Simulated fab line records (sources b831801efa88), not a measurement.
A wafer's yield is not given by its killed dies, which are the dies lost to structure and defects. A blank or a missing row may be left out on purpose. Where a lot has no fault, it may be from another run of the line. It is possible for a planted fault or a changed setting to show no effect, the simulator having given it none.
Struck lot and sound lot, side by side + flow sky130 + 24 steps out of a route of 708
Sound: these wafers, L102.3, L102.4, L102.6. Wafers L107.1, L107.2, L107.6 were the ones struck. Last of all comes the cause.
Each step with rows lists, per side, the tool, then ch with its chambers, then its first start. Under that, the readings that differ: sound wafers + struck wafers + difference of the means + sigmas: that difference in standard deviations of wafers without a fault.
alike: words and numbers the same on both sides, and readings whose means are apart by under 2 such deviations; not compared: readings that were withheld, readings missing a value for some wafer, numbers with overlapping values and no deviation given by the record, and bounds like >300 which may hide the same value.
A row with sigmas, a row that says differs or no value, or rows on one side alone: a step with any of these is where the two part. When numbers do not overlap yet have no deviation, they are printed without sigmas and do not part them. A reading missing from all wafers of one side parts the sides only when that side holds two or more wafers.

first, 9 steps without rows for these wafers: SKY_VIA2_SPUTTER_20 (material TiN, target thk 20 nm, time 80 s); SKY_VIA2_CVD_21 (deposits W, target thk 420 nm, time 126.4 s); SKY_VIA2_CMP_24 (polishes, stops on SiO2, t overpolish 20 s, target thk 0 nm); SKY_METAL3_SPUTTER_00 (material Ti, target thk 15 nm, time 10 s); SKY_METAL3_SPUTTER_01 (material TiN, target thk 20 nm, time 16.7 s); SKY_METAL3_SPUTTER_02 (material AlCu, target thk 735 nm, time 39.1 s); SKY_METAL3_SPUTTER_03 (material Ti, target thk 5 nm, time 3.3 s); SKY_METAL3_SPUTTER_04 (material TiN, target thk 70 nm, time 58.3 s); SKY_CAPM_CVD_00 (deposits SiO2, target thk 15.5 nm).
SKY_CAPM_SPUTTER_02: material TiN, target thk 200 nm, time 166.7 s.
  sound: pvd-sputter-04 at day 40 11:13; struck: pvd-sputter-04 at day 41 16:15
| reading                                  | sound           | struck            | difference | sigmas |
|------------------------------------------|-----------------|-------------------|------------|--------|
| model.TiN_of_CAPM_SPUTTER_02.thk-nm (nm) | 197.4 196 198.6 | 263.8 262.9 265.1 | +66.6      |        |
  alike: susceptor-temp-C, throttle-valve-pct
SKY_CAPM_RS_MEAS_03: measurement is done with a four-point probe.
  sound: film-metro-03 at day 40 11:22; struck: film-metro-02 at day 41 16:22
| reading              | sound          | struck         | difference | sigmas |
|----------------------|----------------|----------------|------------|--------|
| CAPM_TIN_RS (ohm/sq) | 7.00 7.06 6.97 | 5.21 5.22 5.19 | -1.80      | -26    |
SKY_CAPM_THK_MEAS_04: measures by xrf.
  sound: film-metro-03 at day 40 11:28; struck: film-metro-02 at day 41 16:29
| reading           | sound             | struck            | difference | sigmas |
|-------------------|-------------------|-------------------|------------|--------|
| CAPM_TIN_THK (nm) | 198.7 198.5 200.4 | 270.5 267.7 271.6 | +70.7      | +31    |
then, 7 steps without rows for these wafers: SKY_CAPM_DEHYDRATE_05 (time 60 s); SKY_CAPM_HMDS_06 (prime time 60 s); SKY_CAPM_COAT_07 (resist thk 1140 nm); SKY_CAPM_SOFTBAKE_08 (time 60 s); SKY_CAPM_EXPOSE_09 (exposes mask CAPM, target cd 1000 nm); SKY_CAPM_PEB_10; SKY_CAPM_DEVELOP_11 (develop time 60 s).
SKY_CAPM_METAL_ETCH_13: etches TiN in Cl2/BCl3, stops on SiO2, target depth 220 nm, time 62.9 s.
  sound on rie-metal-03 ch 1, day 41 12:03; struck on rie-metal-04 ch 0,1, day 42 14:57
| reading                | sound                | struck               | difference | sigmas |
|------------------------|----------------------|----------------------|------------|--------|
| oes-product-au (a.u.)  | 0.931 0.930 0.945    | 1.005 0.995 1.013    | +0.069     | +9     |
| throttle-valve-pct (%) | 21.898 21.909 21.906 | 21.862 21.872 21.867 | -0.037     | -4     |
  alike: drypump-motor-current-A, rf-fwd-power-W
  not compared: rf-hours-counter-h
then, 1 step without rows for these wafers: SKY_CAPM_STRIP_14 (strips in O2/N2).
SKY_CAPM_STRIP_15: strips in post etch residue remover, time 1229 s.
  sound on wet-bench-04 ch 2, day 41 12:16; struck on wet-bench-02 ch 0, day 42 15:08
| reading                                  | sound             | struck            | difference | sigmas |
|------------------------------------------|-------------------|-------------------|------------|--------|
| model.TiN_of_CAPM_SPUTTER_02.thk-nm (nm) | 196.9 195.6 198.2 | 263.4 262.4 264.7 | +66.6      |        |
then, 1 step without rows for these wafers: SKY_CAPM_CLEAN_16 (cleans in IPA, time 180 s).
-- the record jumps here: 7 days lie between the struck wafers' starts before and after (it left off in module CAPM and takes up again in module PAD_OPEN, whose first step shown is number 708 of the route) --
SKY_PAD_OPEN_PROBE_99:
  the record has rows for the struck wafers here (prober-01, day 49 23:38) and none for the sound ones

## WHERE THEY PART
Last at SKY_PAD_OPEN_PROBE_99 as far as this record goes, first at SKY_CAPM_RS_MEAS_03.

WHY: what had been put in by the simulator
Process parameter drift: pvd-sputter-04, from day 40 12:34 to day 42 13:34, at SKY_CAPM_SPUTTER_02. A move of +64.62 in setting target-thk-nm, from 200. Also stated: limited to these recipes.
